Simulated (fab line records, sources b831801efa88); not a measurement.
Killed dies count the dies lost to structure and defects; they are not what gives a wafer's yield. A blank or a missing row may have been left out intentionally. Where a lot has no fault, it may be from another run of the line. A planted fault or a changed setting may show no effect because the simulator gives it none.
What tool caused it? + flow gf180mcu + 12 lots (36 wafers sampled), 1 step of a 602-step route

## WHAT THE GAUGES SHOWED, per wafer
GF_V4_BOW_MEAS_05.
| lot  | measured     | on           | V4_BOW (um) |
|------|--------------|--------------|-------------|
| L408 | day 23 15:29 | filmMetro-04 | 129 142 132 |
| L409 | day 24 06:23 | filmMetro-03 | 144 137 130 |
| L412 | day 24 19:38 | filmMetro-01 | 149 138 147 |
| L411 | day 25 00:57 | filmMetro-03 | 137 126 139 |
| L413 | day 25 06:43 | filmMetro-01 | 147 141 140 |
| L414 | day 25 15:31 | filmMetro-04 | 122 117 122 |
| L419 | day 27 06:25 | filmMetro-03 | 151 131 126 |
| L424 | day 28 17:16 | filmMetro-04 | 131 120 136 |
| L425 | day 28 23:25 | filmMetro-04 | 124 119 127 |
| L426 | day 29 08:28 | filmMetro-04 | 144 134 146 |
| L427 | day 29 15:05 | filmMetro-03 | 153 135 144 |
| L431 | day 30 14:51 | filmMetro-04 | 124 123 119 |

## EACH LOT AND THE TOOL THAT RAN IT (in order: tool; ch and the chambers of the sampled wafers; start)
The record holds no process step before these readings.

## WHAT THE TOOLS THEMSELVES READ (means of the sampled wafers that have a number; where no wafer has one, the mark that the record gives instead)
The record holds no such reading with a usual standard deviation.

## THE ANSWER, worked out from the rows above alone
Rule: usual is defined by the lots themselves. Put in order of their means at a reading, lots are off if they are a third of the lots or fewer, leave a main group of 4 or more, and stand apart from it by a gap of 3 or more times the standard deviation of the main group's means; of several such gaps the widest counts. Not used: any main group whose means are identical at the precision the tables above print for the reading. A lot without any number at a reading at which 4 lots or more have one is off too. All remaining lots with rows at the step are treated as sound. After the gauges, taken in route order, come the tools' own readings; for these a lot's mean is taken, as printed above. The first step at which some lot is off is used, and at that step the reading that is off furthest; a lot without a number counts as furthest.
No lot is off at any reading shown: from this, nothing can be told.

## WHAT HAD BEEN PUT IN BY THE SIMULATOR
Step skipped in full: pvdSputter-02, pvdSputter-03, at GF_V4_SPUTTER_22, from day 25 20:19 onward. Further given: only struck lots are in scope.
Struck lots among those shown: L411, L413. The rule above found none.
